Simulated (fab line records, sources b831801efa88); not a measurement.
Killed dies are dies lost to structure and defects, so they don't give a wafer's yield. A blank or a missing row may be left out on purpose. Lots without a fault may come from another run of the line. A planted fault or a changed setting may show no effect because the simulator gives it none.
fab line records | flow sky130
record lots=5 wafers=15 last_day=49
route steps=708 shown LI_CONTACT@366 LOCAL_INTERCONNECT@387
lots that met no fault: from a run of the same line without faults
start_h: hours from the record's first day to the start of the lot's first wafer shown | wait_h: hours since the lot's step before | " the same as in the row above | L1.1+2: a row that stands for several wafers | - no value, or no start given | * or withheld: withheld | < > ~ a bound
route shown NAME@n: a module of which the file shows steps, and the number in the route of the first | usual: mean/standard deviation of fault-free wafers | same: alike in all rows | chamber/n: place in a boat | sites: the reading at each site | _std_site: their standard deviation | _edge_site: outer sites' mean less inner sites' | radius_mm: how far each site lies from the wafer's centre | mask NAME#n: copy n | behind: the tool/chamber that last shaped the wafer | hold: why the lot was held/for how many hours/how that ended | device: the transistor (n, p or np) that didn't switch | end of line: the same wafers' tests at the end of the route | a step without rows: its recipe alone | killed: dies lost to structure and defects at the first sort, not the wafer's yield | map: a wafer's dies, x killed, . not, _ none there
set.NAME: the setting as run; set.NAME@STEP: as run at that earlier step | model.NAME: the simulator's own value behind a step, which no gauge read
lots at some steps of the route; a table a step, a row a wafer
services: from which hour (start_h, from the record's first day; less than 0 if before it) a tool's chamber was out of use, for how many hours, and why
## steps
# step SKY_LI_CONTACT_DEHYDRATE_04
# recipe temp_c=200 time_s=60
# columns lot.wafer tool chamber start_h wait_h
L078.1+5+6 litho_track-04 0 688.85 13.8
L084.1+2+4 litho_track-04 0 763.90 12.0
L086.3+4+5 litho_track-04 0 777.00 13.1
L090.2+4+6 litho_track-02 0 788.14 12.4
L091.2+5+6 litho_track-01 0 792.10 12.5
# step SKY_LI_CONTACT_HMDS_05
# recipe prime_time_s=60 prime_temp_c=120
# columns lot.wafer tool chamber start_h wait_h
L078.1+5+6 litho_track-04 0 689.00 0.1
L084.1+2+4 litho_track-04 0 764.05 0.1
L086.3+4+5 litho_track-04 0 777.15 0.1
L090.2+4+6 litho_track-02 0 788.29 0.1
L091.2+5+6 litho_track-01 0 792.25 0.1
# step SKY_LI_CONTACT_COAT_06
# recipe resist=BARC temp_c=withheld time_s=withheld spin_rpm=3000 resist_thk_nm=60
# columns lot.wafer tool chamber start_h wait_h
L078.1+5+6 litho_track-04 0 689.15 0.1
L084.1+2+4 litho_track-04 0 764.20 0.1
L086.3+4+5 litho_track-04 0 777.30 0.1
L090.2+4+6 litho_track-02 0 788.44 0.1
L091.2+5+6 litho_track-01 0 792.40 0.1
# step SKY_LI_CONTACT_COAT_07
# recipe resist=KrF-thick spin_rpm=3000 resist_thk_nm=450
# columns lot.wafer tool chamber start_h wait_h
L078.1+5+6 litho_track-04 0 - -
L084.1+2+4 litho_track-04 0 - -
L086.3+4+5 litho_track-04 0 - -
L090.2+4+6 litho_track-02 0 - -
L091.2+5+6 litho_track-01 0 - -
# step SKY_LI_CONTACT_SOFTBAKE_08
# recipe temp_c=100 time_s=90 resist=KrF-thick
# columns lot.wafer tool chamber start_h wait_h
L078.1+5+6 litho_track-04 0 - -
L084.1+2+4 litho_track-04 0 - -
L086.3+4+5 litho_track-04 0 - -
L090.2+4+6 litho_track-02 0 - -
L091.2+5+6 litho_track-01 0 - -
# step SKY_LI_CONTACT_EXPOSE_09
# recipe mask_id=LICM1 na=0.8 source_shape=annular sigma_inner=0.55 sigma_outer=0.85 target_cd_nm=170 dose_mj=38
# columns lot.wafer tool chamber start_h wait_h mask
L078.1+5+6 krf_scanner-02 0 - - LICM1#0
L084.1+2+4 krf_scanner-01 0 - - LICM1#0
L086.3+4+5 krf_scanner-02 0 - - LICM1#0
L090.2+4+6 krf_scanner-02 0 - - LICM1#0
L091.2+5+6 krf_scanner-02 0 - - LICM1#0
# step SKY_LI_CONTACT_PEB_10
# recipe peb_temp_c=withheld peb_time_s=withheld resist=KrF-thick
# columns lot.wafer tool chamber start_h wait_h
L078.1+5+6 litho_track-01 0 - -
L084.1+2+4 litho_track-04 0 - -
L086.3+4+5 litho_track-02 0 - -
L090.2+4+6 litho_track-04 0 - -
L091.2+5+6 litho_track-01 0 - -
# step SKY_LI_CONTACT_DEVELOP_11
# recipe develop_time_s=60 resist=KrF-thick dev_temp_c=21
# usual developer_temp_C=21.00/0.096
# columns lot.wafer tool chamber start_h wait_h developer_temp_C
L078.1 litho_track-01 0 - - 20.99
L078.5 " 0 " " 20.87
L078.6 " 0 " " 21.00
L084.1 litho_track-04 0 - - 21.01
L084.2 " 0 " " 21.01
L084.4 " 0 " " 21.03
L086.3 litho_track-02 0 - - 21.11
L086.4 " 0 " " 20.95
L086.5 " 0 " " 21.08
L090.2 litho_track-04 0 - - 21.05
L090.4 " 0 " " 21.08
L090.6 " 0 " " 21.03
L091.2 litho_track-01 0 - - 20.95
L091.5 " 0 " " 21.10
L091.6 " 0 " " 20.98
# step SKY_LI_CONTACT_CD_MEAS_12
# recipe target_cd_nm=170
# usual cd_nm=170.1/1.4
# columns lot.wafer tool chamber start_h wait_h cd_nm
L078.1 cd_sem-01 - 703.37 - 170.8
L078.5 " - " " 171.1
L078.6 " - " " 168.9
L084.1 cd_sem-02 - 778.10 - 172.0
L084.2 " - " " 172.4
L084.4 " - " " 171.2
L086.3 cd_sem-01 - 790.86 - 170.4
L086.4 " - " " 171.7
L086.5 " - " " 170.3
L090.2 cd_sem-02 - 802.72 - 169.5
L090.4 " - " " 169.7
L090.6 " - " " 170.8
L091.2 cd_sem-01 - 806.45 - 169.2
L091.5 " - " " 167.4
L091.6 " - " " 167.8
# step SKY_LI_CONTACT_OVL_MEAS_13
# usual LI_CONTACT_OVL=-1/5
# columns lot.wafer tool chamber start_h wait_h LI_CONTACT_OVL[nm]
L078.1 overlay-02 - 703.49 0.1 5
L078.5 " - " " 1
L078.6 " - " " -7
L084.1 overlay-01 - 778.22 0.1 1
L084.2 " - " " 5
L084.4 " - " " 7
L086.3 overlay-01 - 790.95 0.1 -9
L086.4 " - " " -9
L086.5 " - " " -2
L090.2 overlay-02 - 802.82 0.1 4
L090.4 " - " " 4
L090.6 " - " " 11
L091.2 overlay-01 - 806.56 0.1 5
L091.5 " - " " -6
L091.6 " - " " -5
# step SKY_LI_CONTACT_ETCH_14
# recipe chemistry=N2/H2 target=BARC ion_energy_ev=200 source_w=500 bias_w=101.3 pressure_mtorr=30 n2_flow_sccm=100 h2_flow_sccm=200 stop_on=SiO2 time_s=45.9 target_depth_a=600
# usual drypump_motor_current_A=5.8/0.39 oes_product_au=0.854/0.0049 throttle_valve_pct=13.224/0.0089
# columns lot.wafer tool chamber start_h wait_h drypump_motor_current_A oes_product_au rf_hours_counter_h throttle_valve_pct
L078.1 rie_diel-04 2 703.53 0.0 6.3 0.850 14 13.223
L078.5 " 2 " " 6.3 0.857 - 13.225
L078.6 " 1 " " 5.0 0.847 - 13.226
L084.1 rie_diel-03 3 778.25 0.0 6.1 0.860 7 13.228
L084.2 " 0 " " 5.6 0.853 6 13.242
L084.4 " 1 " " 6.0 0.857 11 13.244
L086.3 rie_diel-01 1 790.97 0.0 6.0 0.856 0 13.229
L086.4 " 2 " " 6.0 0.856 10 13.240
L086.5 " 0 " " 5.6 0.856 - 13.219
L090.2 rie_diel-04 1 802.85 0.0 4.9 0.849 9 13.233
L090.4 " 2 " " 6.4 0.854 - 13.233
L090.6 " 3 " " 5.6 0.847 - 13.243
L091.2 rie_diel-01 0 806.59 0.0 5.6 0.855 10 13.230
L091.5 " 2 " " 6.0 0.854 - 13.227
L091.6 " 1 " " 6.0 0.854 - 13.214
# step SKY_LI_CONTACT_ETCH_15
# recipe target=PSG chemistry=C4F8/O2/Ar stop_on=Si taper_deg=4.15 mask_material=KrF-thick source_w=1500 bias_w=1200 pressure_mtorr=40 c4f8_flow_sccm=withheld O2_flow_sccm=6 Ar_flow_sccm=300 time_s=withheld target_depth_a=6000
# usual oes_product_au=0.837/0.0041
# columns lot.wafer tool chamber start_h wait_h oes_product_au
L078.1 rie_diel-04 2 703.57 0.0 0.840
L078.5 " 2 " " 0.830
L078.6 " 1 " " 0.830
L084.1 rie_diel-03 3 778.29 0.0 0.834
L084.2 " 0 " " 0.837
L084.4 " 1 " " 0.837
L086.3 rie_diel-01 1 791.02 0.0 0.838
L086.4 " 2 " " 0.837
L086.5 " 0 " " 0.838
L090.2 rie_diel-04 1 802.89 0.0 0.827
L090.4 " 2 " " 0.841
L090.6 " 3 " " 0.837
L091.2 rie_diel-01 0 806.63 0.0 0.834
L091.5 " 2 " " 0.834
L091.6 " 1 " " 0.834
# step SKY_LI_CONTACT_STRIP_16
# recipe chemistry=O2/N2 power_w=1400 pressure_mtorr=1500 platen_temp_c=withheld o2_flow_sccm=3000 n2_flow_sccm=300 overash_fraction=0.5
# usual drypump_motor_current_A=5.99/0.3 oes_product_au=0.375/0.0051 strip_time_to_endpoint_s=3.480/0.028
# columns lot.wafer tool chamber start_h wait_h drypump_motor_current_A oes_product_au rf_hours_counter_h strip_time_to_endpoint_s
L078.1 plasma_asher-02 0 703.66 - 5.93 0.365 27 3.509
L078.5 " 0 " " 5.92 0.374 - 3.492
L078.6 " 1 " " 5.59 0.376 - 3.472
L084.1 plasma_asher-01 0 778.38 - 6.17 0.379 95 3.532
L084.2 " 1 " " 6.12 0.381 95 3.513
L084.4 " 1 " " 6.10 0.376 - 3.495
L086.3 plasma_asher-03 0 791.13 - 6.47 0.381 - 3.447
L086.4 " 1 " " 5.80 0.374 - 3.443
L086.5 " 1 " " 5.80 0.371 - 3.443
L090.2 plasma_asher-03 0 802.98 - 6.45 0.374 64 3.445
L090.4 " 1 " " 5.83 0.374 - 3.482
L090.6 " 0 " " 6.46 0.375 - 3.456
L091.2 plasma_asher-03 0 806.72 - 6.44 0.372 65 3.478
L091.5 " 0 " " 6.46 0.375 - 3.461
L091.6 " 1 " " 5.78 0.374 - 3.492
# step SKY_LI_CONTACT_CLEAN_17
# recipe chemistry=NMP time_s=600 temp_c=60 dry=n2_spin
# usual bath_guard_temp_C=60.1/0.35 temp_c=59.99/0.1
# columns lot.wafer tool chamber start_h wait_h bath_guard_temp_C temp_c
L078.1 wet_bench-01 2 703.76 0.1 60.7 59.80
L078.5 " 2 " " 60.3 60.00
L078.6 " 2 " " 60.4 59.88
L084.1 wet_bench-01 3 778.48 0.1 60.2 60.06
L084.2 " 3 " " 60.2 59.89
L084.4 " 3 " " 60.2 60.18
L086.3 wet_bench-01 0 791.20 0.0 59.6 59.99
L086.4 " 0 " " 60.3 60.13
L086.5 " 0 " " 60.4 59.76
L090.2 wet_bench-01 1 803.08 0.1 59.2 60.05
L090.4 " 1 " " 59.5 60.13
L090.6 " 1 " " 59.1 60.01
L091.2 wet_bench-03 0 806.82 0.1 60.3 60.00
L091.5 " 0 " " 60.4 60.03
L091.6 " 0 " " 59.9 60.05
# step SKY_LI_CONTACT_PRE_CLEAN_18
# recipe gas=Ar time_s=5.6 bias_v=358
# usual bias_v=359/3.5
# columns lot.wafer tool chamber start_h wait_h bias_v
L078.1 pvd_sputter-04 - 703.95 0.0 358
L078.5 " - " " 356
L078.6 " - " " 356
L084.1 pvd_sputter-03 - 778.65 0.0 361
L084.2 " - " " 362
L084.4 " - " " 359
L086.3 pvd_sputter-03 - 791.38 0.0 360
L086.4 " - " " 367
L086.5 " - " " 361
L090.2 pvd_sputter-04 - 803.25 0.0 354
L090.4 " - " " 360
L090.6 " - " " 362
L091.2 pvd_sputter-03 - 806.99 0.0 357
L091.5 " - " " 358
L091.6 " - " " 364
# step SKY_LI_CONTACT_SPUTTER_19
# recipe material=Ti target_thk_nm=20 chamber_pressure_pa=5 power_w=2500 substrate_temp_c=200 time_s=106.37
# usual throttle_valve_pct=29.3/1
# columns lot.wafer tool chamber start_h wait_h throttle_valve_pct
L078.1 pvd_sputter-04 - 703.97 0.0 30.3
L078.5 " - " " 29.9
L078.6 " - " " 29.9
L084.1 pvd_sputter-03 - 778.67 0.0 28.4
L084.2 " - " " 28.4
L084.4 " - " " 28.4
L086.3 pvd_sputter-03 - 791.40 0.0 28.1
L086.4 " - " " 28.3
L086.5 " - " " 30.2
L090.2 pvd_sputter-04 - 803.27 0.0 30.0
L090.4 " - " " 30.3
L090.6 " - " " 30.4
L091.2 pvd_sputter-03 - 807.01 0.0 30.1
L091.5 " - " " 28.2
L091.6 " - " " 28.4
# step SKY_LI_CONTACT_SPUTTER_20
# recipe material=TiN target_thk_nm=20 chamber_pressure_pa=5 power_w=4000 time_s=80
# usual throttle_valve_pct=29.3/0.95
# columns lot.wafer tool chamber start_h wait_h throttle_valve_pct
L078.1 pvd_sputter-04 - 704.04 0.0 30.1
L078.5 " - " " 29.9
L078.6 " - " " 30.3
L084.1 pvd_sputter-03 - 778.75 0.0 28.1
L084.2 " - " " 28.1
L084.4 " - " " 28.4
L086.3 pvd_sputter-03 - 791.47 0.0 27.9
L086.4 " - " " 28.2
L086.5 " - " " 30.0
L090.2 pvd_sputter-04 - 803.35 0.0 29.8
L090.4 " - " " 30.1
L090.6 " - " " 30.3
L091.2 pvd_sputter-03 - 807.09 0.0 29.8
L091.5 " - " " 28.3
L091.6 " - " " 28.0
# step SKY_LI_CONTACT_CVD_21
# recipe material=W target_thk_nm=400 time_s=120.56 temp_c=400 pressure_torr=40
# usual heater_power_w=890/53 susceptor_temp_C=399.99/0.23
# columns lot.wafer tool chamber start_h wait_h heater_power_w susceptor_temp_C
L078.1 cvd_w-01 1 704.11 0.0 927 399.89
L078.5 " 1 " " 915 400.00
L078.6 " 0 " " 881 399.76
L084.1 cvd_w-02 1 778.81 0.0 913 400.38
L084.2 " 0 " " 773 400.07
L084.4 " 0 " " 793 399.98
L086.3 cvd_w-02 0 791.57 0.1 780 400.06
L086.4 " 1 " " 925 399.76
L086.5 " 1 " " 907 400.14
L090.2 cvd_w-01 0 803.41 0.0 908 400.34
L090.4 " 1 " " 935 399.82
L090.6 " 0 " " 911 400.30
L091.2 cvd_w-02 0 807.15 0.0 789 400.02
L091.5 " 1 " " 888 400.12
L091.6 " 0 " " 763 400.22
# step SKY_LI_CONTACT_RS_MEAS_22
# recipe thk_meas_gauge=four-point-probe reads=W_of_LI_CONTACT_CVD_21+TiN_of_LI_CONTACT_SPUTTER_20+Ti_of_LI_CONTACT_SPUTTER_19
# usual LI_CONTACT_W_RS=0.286/0.0038
# columns lot.wafer tool chamber start_h wait_h LI_CONTACT_W_RS[ohm/sq]
L078.1 film_metro-03 - 704.23 0.1 0.291
L078.5 " - " " 0.288
L078.6 " - " " 0.285
L084.1 film_metro-02 - 778.94 0.1 0.286
L084.2 " - " " 0.288
L084.4 " - " " 0.288
L086.3 film_metro-02 - 791.70 0.1 0.292
L086.4 " - " " 0.286
L086.5 " - " " 0.285
L090.2 film_metro-02 - 803.56 0.1 0.284
L090.4 " - " " 0.284
L090.6 " - " " 0.282
L091.2 film_metro-02 - 807.29 0.1 0.289
L091.5 " - " " 0.284
L091.6 " - " " 0.286
# step SKY_LI_CONTACT_THK_MEAS_23
# recipe thk_meas_gauge=xrf reads=W_of_LI_CONTACT_CVD_21
# usual LI_CONTACT_W_THK=412/8.2
# columns lot.wafer tool chamber start_h wait_h LI_CONTACT_W_THK[nm]
L078.1 film_metro-03 - 704.35 0.1 408
L078.5 " - " " 409
L078.6 " - " " 420
L084.1 film_metro-02 - 779.06 0.1 408
L084.2 " - " " 405
L084.4 " - " " 407
L086.3 film_metro-02 - 791.80 0.1 397
L086.4 " - " " 408
L086.5 " - " " 406
L090.2 film_metro-02 - 803.67 0.1 411
L090.4 " - " " 414
L090.6 " - " " 414
L091.2 film_metro-02 - 807.40 0.1 407
L091.5 " - " " 412
L091.6 " - " " 411
# step SKY_LI_CONTACT_CMP_24
# recipe stop_on=PSG t_overpolish_s=20 down_force_psi=3.5 platen_rpm=60 target_thk_nm=0 pad_velocity_m_s=0.94248
# usual edge_zone_pressure_frac=1.000/0.005 motor_current_A=10.8/1 overpolish_run_s=20.000/0.0089 time_to_endpoint_s=97/3.9
# columns lot.wafer tool chamber start_h wait_h edge_zone_pressure_frac motor_current_A overpolish_run_s time_to_endpoint_s
L078.1 cmp-01 2 704.41 0.1 0.998 12.3 20.008 98
L078.6 " 2 " " 0.994 12.7 20.002 97
L078.5 " 3 " " 1.002 10.4 19.990 97
L084.4 cmp-02 3 779.12 0.0 1.012 10.6 20.013 93
L084.2 " 1 " " 1.002 11.4 19.994 91
L084.1 " 2 " " 0.991 9.2 19.985 91
L086.3 cmp-01 2 791.84 0.0 1.004 12.3 20.000 97
L086.4 " 0 " " 1.003 9.9 20.000 92
L086.5 " 2 " " 0.997 12.6 20.001 96
L090.2 cmp-01 0 803.95 0.3 1.004 10.0 19.998 97
L090.4 " 3 " " 0.995 10.0 19.995 102
L090.6 " 0 " " 0.996 10.1 19.990 97
L091.2 cmp-01 3 807.79 0.4 1.006 9.7 20.006 95
L091.6 " 3 " " 0.999 10.6 19.974 98
L091.5 " 0 " " 1.001 9.6 20.009 94
# step SKY_LOCAL_INTERCONNECT_SPUTTER_00
# recipe material=TiN target_thk_nm=100 temp_c=300 power_w=6500 time_s=83.3 chamber_pressure_pa=0.4
# usual susceptor_temp_C=300.00/0.19 throttle_valve_pct=29.6/0.99
# columns lot.wafer tool chamber start_h wait_h susceptor_temp_C throttle_valve_pct
L078.1 pvd_sputter-01 - 704.71 0.2 299.87 28.5
L078.5 " - " " 299.84 30.5
L078.6 " - " " 299.97 28.1
L084.1 pvd_sputter-02 - 779.42 0.1 300.03 29.2
L084.2 " - " " 299.97 30.3
L084.4 " - " " 299.96 30.7
L086.3 pvd_sputter-01 - 792.14 0.2 300.03 30.4
L086.4 " - " " 299.94 30.5
L086.5 " - " " 299.84 30.6
L090.2 pvd_sputter-03 - 804.25 0.2 300.26 28.2
L090.4 " - " " 299.90 28.4
L090.6 " - " " 299.90 28.2
L091.2 pvd_sputter-03 - 808.09 0.2 299.79 29.9
L091.5 " - " " 300.13 28.2
L091.6 " - " " 299.90 28.2
# step SKY_LOCAL_INTERCONNECT_RS_MEAS_01
# recipe thk_meas_gauge=four-point-probe reads=TiN_of_LOCAL_INTERCONNECT_SPUTTER_00
# usual LOCAL_INTERCONNECT_TIN_RS=14.18/0.13
# columns lot.wafer tool chamber start_h wait_h LOCAL_INTERCONNECT_TIN_RS[ohm/sq]
L078.1 film_metro-04 - 704.77 0.0 14.08
L078.5 " - " " 14.24
L078.6 " - " " 14.19
L084.1 film_metro-02 - 779.48 0.0 14.07
L084.2 " - " " 14.27
L084.4 " - " " 14.24
L086.3 film_metro-04 - 792.24 0.1 14.12
L086.4 " - " " 14.10
L086.5 " - " " 14.08
L090.2 film_metro-02 - 804.34 0.1 14.01
L090.4 " - " " 14.04
L090.6 " - " " 13.93
L091.2 film_metro-04 - 808.18 0.1 14.33
L091.5 " - " " 14.24
L091.6 " - " " 14.24
# step SKY_LOCAL_INTERCONNECT_THK_MEAS_02
# recipe thk_meas_gauge=xrf reads=TiN_of_LOCAL_INTERCONNECT_SPUTTER_00
# usual LOCAL_INTERCONNECT_TIN_THK=98.7/0.86
# columns lot.wafer tool chamber start_h wait_h LOCAL_INTERCONNECT_TIN_THK[nm]
L078.1 film_metro-04 - 704.89 0.1 99.2
L078.5 " - " " 98.1
L078.6 " - " " 98.7
L084.1 film_metro-02 - 779.60 0.1 99.2
L084.2 " - " " 98.2
L084.4 " - " " 98.4
L086.3 film_metro-04 - 792.34 0.1 99.4
L086.4 " - " " 99.4
L086.5 " - " " 99.6
L090.2 film_metro-02 - 804.45 0.1 99.3
L090.4 " - " " 99.7
L090.6 " - " " 100.3
L091.2 film_metro-04 - 808.29 0.1 98.0
L091.5 " - " " 98.4
L091.6 " - " " 98.1
# step SKY_LOCAL_INTERCONNECT_DEHYDRATE_03
# recipe temp_c=200 time_s=60
# columns lot.wafer tool chamber start_h wait_h
L078.1+5+6 litho_track-03 0 718.36 13.5
L084.1+2+4 litho_track-02 0 792.07 12.5
L086.3+4+5 litho_track-02 0 805.62 13.3
L090.2+4+6 litho_track-03 0 816.24 11.8
L091.2+5+6 litho_track-03 0 820.94 12.6
# step SKY_LOCAL_INTERCONNECT_HMDS_04
# recipe prime_time_s=60 prime_temp_c=120
# columns lot.wafer tool chamber start_h wait_h
L078.1+5+6 litho_track-03 0 718.51 0.1
L084.1+2+4 litho_track-02 0 792.22 0.1
L086.3+4+5 litho_track-02 0 805.77 0.1
L090.2+4+6 litho_track-03 0 816.39 0.1
L091.2+5+6 litho_track-03 0 821.09 0.1
# step SKY_LOCAL_INTERCONNECT_COAT_05
# recipe resist=BARC temp_c=withheld time_s=withheld spin_rpm=3000 resist_thk_nm=60
# columns lot.wafer tool chamber start_h wait_h
L078.1+5+6 litho_track-03 0 718.66 0.1
L084.1+2+4 litho_track-02 0 792.37 0.1
L086.3+4+5 litho_track-02 0 805.92 0.1
L090.2+4+6 litho_track-03 0 816.54 0.1
L091.2+5+6 litho_track-03 0 821.24 0.1
# step SKY_LOCAL_INTERCONNECT_COAT_06
# recipe resist=KrF-thick spin_rpm=3000 resist_thk_nm=456.8
# columns lot.wafer tool chamber start_h wait_h
L078.1+5+6 litho_track-03 0 - -
L084.1+2+4 litho_track-02 0 - -
L086.3+4+5 litho_track-02 0 - -
L090.2+4+6 litho_track-03 0 - -
L091.2+5+6 litho_track-03 0 - -
# step SKY_LOCAL_INTERCONNECT_SOFTBAKE_07
# recipe temp_c=100 time_s=90 resist=KrF-thick
# columns lot.wafer tool chamber start_h wait_h
L078.1+5+6 litho_track-03 0 - -
L084.1+2+4 litho_track-02 0 - -
L086.3+4+5 litho_track-02 0 - -
L090.2+4+6 litho_track-03 0 - -
L091.2+5+6 litho_track-03 0 - -
# step SKY_LOCAL_INTERCONNECT_EXPOSE_08
# recipe mask_id=LI1M na=0.8 source_shape=annular sigma_inner=0.55 sigma_outer=0.85 target_cd_nm=170 dose_mj=28
# columns lot.wafer tool chamber start_h wait_h mask
L078.1+5+6 krf_scanner-01 0 - - LI1M#0
L084.1+2+4 krf_scanner-01 0 - - LI1M#0
L086.3+4+5 krf_scanner-01 0 - - LI1M#0
L090.2+4+6 krf_scanner-01 0 - - LI1M#0
L091.2+5+6 krf_scanner-01 0 - - LI1M#0
# step SKY_LOCAL_INTERCONNECT_PEB_09
# recipe peb_temp_c=withheld peb_time_s=withheld resist=KrF-thick
# columns lot.wafer tool chamber start_h wait_h
L078.1+5+6 litho_track-02 0 - -
L084.1+2+4 litho_track-03 0 - -
L086.3+4+5 litho_track-03 0 - -
L090.2+4+6 litho_track-03 0 - -
L091.2+5+6 litho_track-02 0 - -
# step SKY_LOCAL_INTERCONNECT_DEVELOP_10
# recipe develop_time_s=60 resist=KrF-thick dev_temp_c=21
# usual developer_temp_C=21.00/0.11
# columns lot.wafer tool chamber start_h wait_h developer_temp_C
L078.1 litho_track-02 0 - - 20.94
L078.5 " 0 " " 20.94
L078.6 " 0 " " 21.07
L084.1 litho_track-03 0 - - 20.99
L084.2 " 0 " " 20.97
L084.4 " 0 " " 20.93
L086.3 litho_track-03 0 - - 21.11
L086.4 " 0 " " 21.04
L086.5 " 0 " " 21.11
L090.2 litho_track-03 0 - - 21.11
L090.4 " 0 " " 21.01
L090.6 " 0 " " 20.81
L091.2 litho_track-02 0 - - 21.14
L091.5 " 0 " " 21.12
L091.6 " 0 " " 21.08
# step SKY_LOCAL_INTERCONNECT_CD_MEAS_11
# recipe target_cd_nm=170
# usual cd_nm=170.2/1.3
# columns lot.wafer tool chamber start_h wait_h cd_nm
L078.1 cd_sem-01 - 732.32 - 171.0
L078.5 " - " " 169.9
L078.6 " - " " 174.3
L084.1 cd_sem-01 - 806.31 - 169.6
L084.2 " - " " 169.8
L084.4 " - " " 167.6
L086.3 cd_sem-01 - 818.95 - 172.6
L086.4 " - " " 170.8
L086.5 " - " " 170.8
L090.2 cd_sem-01 - 830.63 - 169.5
L090.4 " - " " 169.3
L090.6 " - " " 170.2
L091.2 cd_sem-02 - 835.14 - 170.7
L091.5 " - " " 170.1
L091.6 " - " " 169.4
# step SKY_LOCAL_INTERCONNECT_OVL_MEAS_12
# usual LOCAL_INTERCONNECT_OVL=0/5.9
# columns lot.wafer tool chamber start_h wait_h LOCAL_INTERCONNECT_OVL[nm]
L078.1 overlay-01 - 732.44 0.1 -7
L078.5 " - " " -11
L078.6 " - " " -4
L084.1 overlay-01 - 806.43 0.1 3
L084.2 " - " " -3
L084.4 " - " " 0
L086.3 overlay-02 - 819.04 0.1 2
L086.4 " - " " -1
L086.5 " - " " 6
L090.2 overlay-02 - 830.74 0.1 6
L090.4 " - " " -2
L090.6 " - " " 0
L091.2 overlay-02 - 835.24 0.1 -17
L091.5 " - " " -8
L091.6 " - " " -6
# step SKY_LOCAL_INTERCONNECT_ETCH_13
# recipe chemistry=N2/H2 target=BARC ion_energy_ev=200 bias_w=100 pressure_mtorr=30 n2_flow_sccm=100 h2_flow_sccm=200 icp_w=500 stop_on=SiO2 time_s=45.9 target_depth_a=600
# usual drypump_motor_current_A=5.7/0.58 oes_product_au=0.853/0.0047 throttle_valve_pct=13.224/0.01
# columns lot.wafer tool chamber start_h wait_h drypump_motor_current_A oes_product_au rf_hours_counter_h throttle_valve_pct
L078.1 rie_metal-02 0 732.47 0.0 5.9 0.855 12 13.229
L078.5 " 1 " " 6.0 0.846 - 13.229
L078.6 " 0 " " 5.9 0.859 - 13.209
L084.1 rie_metal-04 0 806.47 0.0 6.4 0.851 13 13.214
L084.2 " 1 " " 4.9 0.862 2 13.221
L084.4 " 1 " " 4.9 0.861 - 13.223
L086.3 rie_metal-03 0 819.09 0.0 5.5 0.844 - 13.223
L086.4 " 1 " " 5.0 0.858 - 13.217
L086.5 " 0 " " 5.6 0.853 - 13.245
L090.2 rie_metal-02 1 830.77 0.0 6.0 0.859 7 13.227
L090.4 " 1 " " 6.0 0.860 - 13.238
L090.6 " 1 " " 6.0 0.848 - 13.219
L091.2 rie_metal-04 0 835.27 0.0 6.4 0.848 15 13.228
L091.5 " 1 " " 4.9 0.853 - 13.233
L091.6 " 0 " " 6.4 0.857 - 13.227
# step SKY_LOCAL_INTERCONNECT_METAL_ETCH_14
# recipe target_depth_nm=110 stop_on=PSG chemistry=Cl2/BCl3 target=TiN resist_sidewall_deg=88 pressure_mtorr=10 icp_w=900 bias_w=48.5 Cl2_flow_sccm=60 bcl3_flow_sccm=30 time_s=31.4
# usual drypump_motor_current_A=5.7/0.58 oes_product_au=0.940/0.0066 throttle_valve_pct=21.901/0.01
# columns lot.wafer tool chamber start_h wait_h drypump_motor_current_A oes_product_au rf_hours_counter_h throttle_valve_pct
L078.1 rie_metal-02 0 732.54 0.0 5.9 0.938 12 21.894
L078.5 " 1 " " 5.9 0.930 - 21.905
L078.6 " 0 " " 5.9 0.948 - 21.916
L084.1 rie_metal-04 0 806.53 0.0 6.4 0.946 13 21.908
L084.2 " 1 " " 4.9 0.937 2 21.885
L084.4 " 1 " " 4.9 0.943 - 21.902
L086.3 rie_metal-03 0 819.15 0.0 5.5 0.941 - 21.898
L086.4 " 1 " " 5.0 0.946 - 21.906
L086.5 " 0 " " 5.5 0.950 - 21.895
L090.2 rie_metal-02 1 830.83 0.0 5.9 0.944 7 21.888
L090.4 " 1 " " 5.9 0.944 - 21.902
L090.6 " 1 " " 6.0 0.948 - 21.895
L091.2 rie_metal-04 0 835.34 0.0 6.4 0.930 15 21.916
L091.5 " 1 " " 4.9 0.931 - 21.889
L091.6 " 0 " " 6.4 0.939 - 21.912
# step SKY_LOCAL_INTERCONNECT_STRIP_15
# recipe chemistry=O2/N2 power_w=1400 pressure_mtorr=1500 platen_temp_c=withheld o2_flow_sccm=3000 n2_flow_sccm=300 overash_fraction=0.5
# usual drypump_motor_current_A=6.00/0.23 oes_product_au=0.430/0.0045 strip_time_to_endpoint_s=4.786/0.02
# columns lot.wafer tool chamber start_h wait_h drypump_motor_current_A oes_product_au rf_hours_counter_h strip_time_to_endpoint_s
L078.1 plasma_asher-04 0 732.59 0.0 5.98 0.427 106 4.821
L078.5 " 1 " " 6.32 0.426 - 4.781
L078.6 " 0 " " 6.02 0.435 - 4.798
L084.1 plasma_asher-02 1 806.58 0.0 5.57 0.430 38 4.782
L084.2 " 0 " " 5.94 0.433 38 4.763
L084.4 " 0 " " 5.93 0.428 - 4.778
L086.3 plasma_asher-02 1 819.22 0.1 5.56 0.428 - 4.791
L086.4 " 0 " " 5.90 0.425 - 4.754
L086.5 " 0 " " 5.92 0.429 - 4.812
L090.2 plasma_asher-02 1 830.88 0.0 5.58 0.430 41 4.760
L090.4 " 0 " " 5.93 0.428 - 4.777
L090.6 " 1 " " 5.58 0.426 - 4.794
L091.2 plasma_asher-01 0 835.39 0.0 6.12 0.423 102 4.811
L091.5 " 1 " " 6.07 0.437 - 4.783
L091.6 " 0 " " 6.15 0.427 - 4.792
## services
# columns tool chamber start_h hours kind
cvd_w-02 - 677.63 6.9 pm
plasma_asher-02 - 682.81 1.2 repair
cvd_w-02 - 684.53 14.6 pm
cmp-01 - 685.82 1.6 repair
pvd_sputter-04 - 693.36 4.0 repair
plasma_asher-03 - 695.68 0.5 repair
cvd_w-02 - 698.58 1.4 repair
krf_scanner-02 - 704.55 4.0 pm
plasma_asher-03 - 707.93 1.4 repair
krf_scanner-02 - 710.95 1.0 pm
pvd_sputter-04 - 719.60 3.5 repair
krf_scanner-01 - 719.71 1.0 pm
krf_scanner-01 - 723.76 1.1 repair
plasma_asher-03 - 728.29 8.6 repair
cvd_w-02 1 728.90 1.4 repair
cvd_w-02 0 733.69 22.2 repair
rie_diel-01 2 754.75 9.1 repair
pvd_sputter-03 - 772.55 4.1 repair
krf_scanner-02 - 774.78 1.3 pm
krf_scanner-02 - 776.08 0.8 pm
rie_diel-04 3 794.51 2.0 repair
krf_scanner-02 - 798.56 43.5 repair
rie_diel-04 - 810.06 14.6 pm
rie_diel-04 3 829.81 7.0 repair
## key
fault none
